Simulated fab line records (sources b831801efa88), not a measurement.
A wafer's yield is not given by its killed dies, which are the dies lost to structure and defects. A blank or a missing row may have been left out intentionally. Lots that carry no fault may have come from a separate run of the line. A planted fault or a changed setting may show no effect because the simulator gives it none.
fab line records | flow gf180mcu | part 2 of 2: steps 25 to 34 of 34
record: lots: 5 wafers: 15 last_day: 33
route steps=602 shown NWELL@45 LVPWELL@54 MVSD@66 MVPSD@78
lots with no fault: from the same line, run without faults
start_h: hours from the record's first day to the start of the lot's first wafer shown | wait_h: hours elapsed since this lot's preceding step | " identical to the entry in the row above | L1.1+2: a row that stands for several wafers | - no value present, or no start provided | * or withheld: withheld | < > ~ a bound
route shown NAME@n: a module of which the file shows steps, and the number in the route of the first | usual: mean/standard deviation of fault-free wafers | same: alike in all rows | chamber/n: place in a boat | sites: the reading at each site | _std_site: standard deviation of those values | _edge_site: the outer-site mean with the inner-site mean subtracted | radius_mm: how far each site lies from the wafer's centre | mask NAME#n: copy n | behind: the last tool/chamber to shape the wafer | hold: reason for holding the lot/hours on hold/outcome of the hold | device: whichever transistor did not switch (one of n, p or np) | end of line: at the end of the route, the tests of the same wafers | step lacking rows: just its recipe | killed: not the wafer's yield, but the dies lost to structure and defects at the first sort | map: a wafer's dies, marking killed ones x, the rest . and places with no die _
set.NAME: the setting the step ran with; set.NAME@STEP: the setting that earlier step ran with | model.NAME: the simulator's own value behind a step, which no gauge read
lots at selected steps of the route; one table per step, one row per wafer
services: a tool's chamber out of use, with start hour (start_h, from the record's first day; less than 0 if before it), hours out, and reason
== steps ==
step: GF_MVSD_SOFTBAKE_03
recipe: temp_c: 110 time_s: withheld
usual: chill_plate_temp_C: 23.00/0.091 exhaust_pa: 44.8/0.9
columns lot.wafer tool chamber start_h wait_h chill_plate_temp_C exhaust_pa
L075.3 litho_track-01 0 81.85 0.1 23.04 45.9
L075.5 " 0 " " 22.94 44.5
L075.6 " 0 " " 23.03 44.1
L077.3 litho_track-03 0 95.25 0.1 23.19 43.8
L077.4 " 0 " " 22.94 43.8
L077.5 " 0 " " 22.97 45.6
L079.3 litho_track-03 0 103.20 0.1 23.12 44.8
L079.5 " 0 " " 23.06 44.8
L079.6 " 0 " " 22.97 44.6
L086.1 litho_track-04 0 142.81 0.1 22.94 45.8
L086.3 " 0 " " 23.02 44.7
L086.4 " 0 " " 22.91 46.4
L094.1 litho_track-04 0 190.31 0.1 23.04 45.7
L094.2 " 0 " " 23.09 45.8
L094.6 " 0 " " 23.19 45.3
step: GF_MVSD_EXPOSE_04
recipe: mask_id: MVSD target_cd_nm: 1000 na: 0.6 source_shape: conventional sigma_outer: 0.6 dose_mj: 260
usual: reticle_temp_C: 23.01/0.089
columns lot.wafer tool chamber start_h wait_h mask reticle_temp_C
L075.3 iline_stepper-01 0 - - MVSD#0 22.97
L075.5 " 0 " " MVSD#0 23.04
L075.6 " 0 " " MVSD#0 23.01
L077.3 iline_stepper-01 0 - - MVSD#0 23.09
L077.4 " 0 " " MVSD#0 23.00
L077.5 " 0 " " MVSD#0 23.04
L079.3 iline_stepper-01 0 - - MVSD#0 22.93
L079.5 " 0 " " MVSD#0 23.10
L079.6 " 0 " " MVSD#0 23.13
L086.1 iline_stepper-02 0 - - MVSD#0 22.94
L086.3 " 0 " " MVSD#0 22.96
L086.4 " 0 " " MVSD#0 22.96
L094.1 iline_stepper-01 0 - - MVSD#0 22.95
L094.2 " 0 " " MVSD#0 23.09
L094.6 " 0 " " MVSD#0 23.05
step: GF_MVSD_PEB_05
recipe: temp_c: 115 time_s: withheld
usual: chill_plate_temp_C: 23.01/0.11 exhaust_pa: 45.1/0.88
columns lot.wafer tool chamber start_h wait_h chill_plate_temp_C exhaust_pa
L075.3 litho_track-04 0 - - 23.03 45.5
L075.5 " 0 " " 23.04 45.9
L075.6 " 0 " " 22.91 43.4
L077.3 litho_track-04 0 - - 22.97 46.0
L077.4 " 0 " " 22.87 45.2
L077.5 " 0 " " 22.83 45.9
L079.3 litho_track-03 0 - - 23.12 44.5
L079.5 " 0 " " 23.08 44.4
L079.6 " 0 " " 23.19 45.6
L086.1 litho_track-04 0 - - 22.94 45.8
L086.3 " 0 " " 23.00 45.2
L086.4 " 0 " " 22.91 44.5
L094.1 litho_track-03 0 - - 22.82 43.9
L094.2 " 0 " " 22.87 44.4
L094.6 " 0 " " 22.86 43.9
step: GF_MVSD_DEVELOP_06
recipe: wall_angle_deg: 90 develop_time_s: 60 dev_temp_c: 23
usual: chill_plate_temp_C: 23.03/0.087 exhaust_pa: 45.1/0.83
columns lot.wafer tool chamber start_h wait_h chill_plate_temp_C exhaust_pa
L075.3 litho_track-04 0 - - 22.91 45.1
L075.5 " 0 " " 22.90 45.6
L075.6 " 0 " " 22.90 45.3
L077.3 litho_track-04 0 - - 23.10 45.3
L077.4 " 0 " " 23.08 44.1
L077.5 " 0 " " 23.11 44.0
L079.3 litho_track-03 0 - - 22.97 45.2
L079.5 " 0 " " 23.00 44.9
L079.6 " 0 " " 22.98 44.6
L086.1 litho_track-04 0 - - 23.02 45.3
L086.3 " 0 " " 22.93 43.3
L086.4 " 0 " " 22.96 44.9
L094.1 litho_track-03 0 - - 23.06 45.7
L094.2 " 0 " " 22.96 45.4
L094.6 " 0 " " 22.90 45.8
step: GF_MVSD_OVL_MEAS_07
usual: MVSD_OVL: 0.9/1.5
columns lot.wafer tool chamber start_h wait_h MVSD_OVL[nm]
L075.3 overlay-02 - 88.67 - -1.2
L075.5 " - " " 0.9
L075.6 " - " " -1.2
L077.3 overlay-01 - 102.42 - 1.4
L077.4 " - " " 2.9
L077.5 " - " " 1.2
L079.3 overlay-02 - 110.05 - 0.2
L079.5 " - " " 0.2
L079.6 " - " " 1.6
L086.1 overlay-01 - 150.11 - 0.4
L086.3 " - " " 1.1
L086.4 " - " " 2.5
L094.1 overlay-01 - 198.33 - 3.9
L094.2 " - " " 4.2
L094.6 " - " " 1.8
step: GF_MVSD_IMPLANT_08
recipe: species: P energy_kev: 400 dose_cm2: 1.6e+13 tilt_deg: 0
columns lot.wafer tool chamber start_h wait_h
L075.3+5+6 implanter-04 0 88.74 0.1
L077.3+4+5 implanter-04 0 102.49 0.1
L079.3+5+6 implanter-03 0 110.12 0.1
L086.1+3+4 implanter-01 0 150.14 0.0
L094.1+2+6 implanter-04 0 198.37 0.0
step: GF_MVSD_IMPLANT_09
recipe: species: P energy_kev: 100 dose_cm2: 5e+12 tilt_deg: 0
columns lot.wafer tool chamber start_h wait_h
L075.3+5+6 implanter-04 0 88.89 0.1
L077.3+4+5 implanter-04 0 102.64 0.1
L079.3+5+6 implanter-03 0 110.27 0.1
L086.1+3+4 implanter-01 0 150.29 0.1
L094.1+2+6 implanter-04 0 198.52 0.1
step: GF_MVSD_STRIP_10
recipe: chemistry: O2/N2 power_w: 1400 pressure_mtorr: 1500 platen_temp_c: 250 o2_flow_sccm: 3000 n2_flow_sccm: 300 overash_fraction: 0.5
usual: chamber_pressure_mTorr: 1499.9/1.4 drypump_motor_current_A: 5.9/0.54 heater_power_w: 303/20 oes_product_au: 0.722/0.0044 strip_time_to_endpoint_s: 36.98/0.091
columns lot.wafer tool chamber start_h wait_h chamber_pressure_mTorr drypump_motor_current_A heater_power_w oes_product_au rf_hours_counter_h strip_time_to_endpoint_s
L075.3 plasma_asher-02 0 89.03 0.1 1499.9 6.4 312 0.724 - 36.95
L075.5 " 0 " " 1497.1 6.4 309 0.725 - 36.97
L075.6 " 1 " " 1499.2 6.2 272 0.721 - 36.99
L077.3 plasma_asher-02 1 102.78 0.1 1502.5 6.2 283 0.720 - 37.08
L077.4 " 0 " " 1500.1 6.4 308 0.719 - 36.97
L077.5 " 0 " " 1500.0 6.4 311 0.719 - 37.08
L079.3 plasma_asher-03 1 110.40 0.1 1497.7 6.2 332 0.724 - 36.87
L079.5 " 0 " " 1502.5 5.1 305 0.724 - 36.85
L079.6 " 1 " " 1499.6 6.2 323 0.718 - 36.91
L086.1 plasma_asher-02 0 150.44 0.1 1499.7 6.4 316 0.725 34 36.92
L086.3 " 1 " " 1498.9 6.2 282 0.719 - 37.06
L086.4 " 0 " " 1500.4 6.4 322 0.721 - 37.04
L094.1 plasma_asher-03 1 198.67 0.1 1499.2 6.3 329 0.725 55 36.88
L094.2 " 0 " " 1500.6 5.1 299 0.716 55 37.10
L094.6 " 0 " " 1499.5 5.2 294 0.720 - 37.06
step: GF_MVSD_TW_MEAS_11
usual: MVSD_TW: 1589/7.9
columns lot.wafer tool chamber start_h wait_h MVSD_TW
L075.3 film_metro-04 - 89.11 0.1 1582
L075.5 " - " " 1587
L075.6 " - " " 1585
L077.3 film_metro-01 - 102.86 0.1 1583
L077.4 " - " " 1583
L077.5 " - " " 1590
L079.3 film_metro-04 - 110.49 0.1 1606
L079.5 " - " " 1601
L079.6 " - " " 1595
L086.1 film_metro-01 - 150.54 0.1 1590
L086.3 " - " " 1589
L086.4 " - " " 1577
L094.1 film_metro-01 - 198.77 0.1 1578
L094.2 " - " " 1586
L094.6 " - " " 1584
step: GF_MVPSD_DEHYDRATE_00
recipe: temp_c: 200 time_s: 60
usual: chill_plate_temp_C: 22.99/0.1 exhaust_pa: 45.0/0.87
columns lot.wafer tool chamber start_h wait_h chill_plate_temp_C exhaust_pa
L075.3 litho_track-04 0 95.86 6.7 22.95 44.3
L075.5 " 0 " " 22.93 45.3
L075.6 " 0 " " 22.98 44.8
L077.3 litho_track-01 0 109.38 6.5 23.13 45.2
L077.4 " 0 " " 23.01 46.0
L077.5 " 0 " " 23.13 44.6
L079.3 litho_track-02 0 117.39 6.9 22.96 45.5
L079.5 " 0 " " 22.91 45.1
L079.6 " 0 " " 22.96 45.3
L086.1 litho_track-04 0 157.51 7.0 23.02 45.4
L086.3 " 0 " " 23.05 45.7
L086.4 " 0 " " 23.00 46.0
L094.1 litho_track-01 0 206.18 7.4 22.95 42.9
L094.2 " 0 " " 23.01 45.2
L094.6 " 0 " " 22.88 45.0
== services ==
columns tool chamber start_h hours kind
implanter-01 - 32.74 1.0 repair
litho_track-01 - 37.04 - consumable_replace:filter
implanter-01 - 48.88 2.0 repair
plasma_asher-04 - 65.88 0.6 repair
implanter-01 - 80.04 1.4 repair
plasma_asher-04 - 84.36 0.7 repair
implanter-01 - 93.36 1.4 repair
plasma_asher-02 - 93.58 0.4 repair
plasma_asher-02 - 95.53 2.8 repair
iline_stepper-01 - 97.76 1.7 pm
plasma_asher-01 - 108.75 9.0 pm
plasma_asher-01 0 108.75 9.0 vent_cycle
plasma_asher-01 1 108.75 9.0 vent_cycle
iline_stepper-01 - 113.77 - calibration
plasma_asher-01 0 117.75 - clean
plasma_asher-01 1 117.75 - clean
implanter-01 - 133.39 4.6 pm
iline_stepper-01 0 150.12 - calibration
plasma_asher-04 - 181.34 2.8 pm
plasma_asher-03 - 184.60 3.0 repair
iline_stepper-02 - 187.26 29.9 repair
plasma_asher-01 - 194.26 2.8 pm
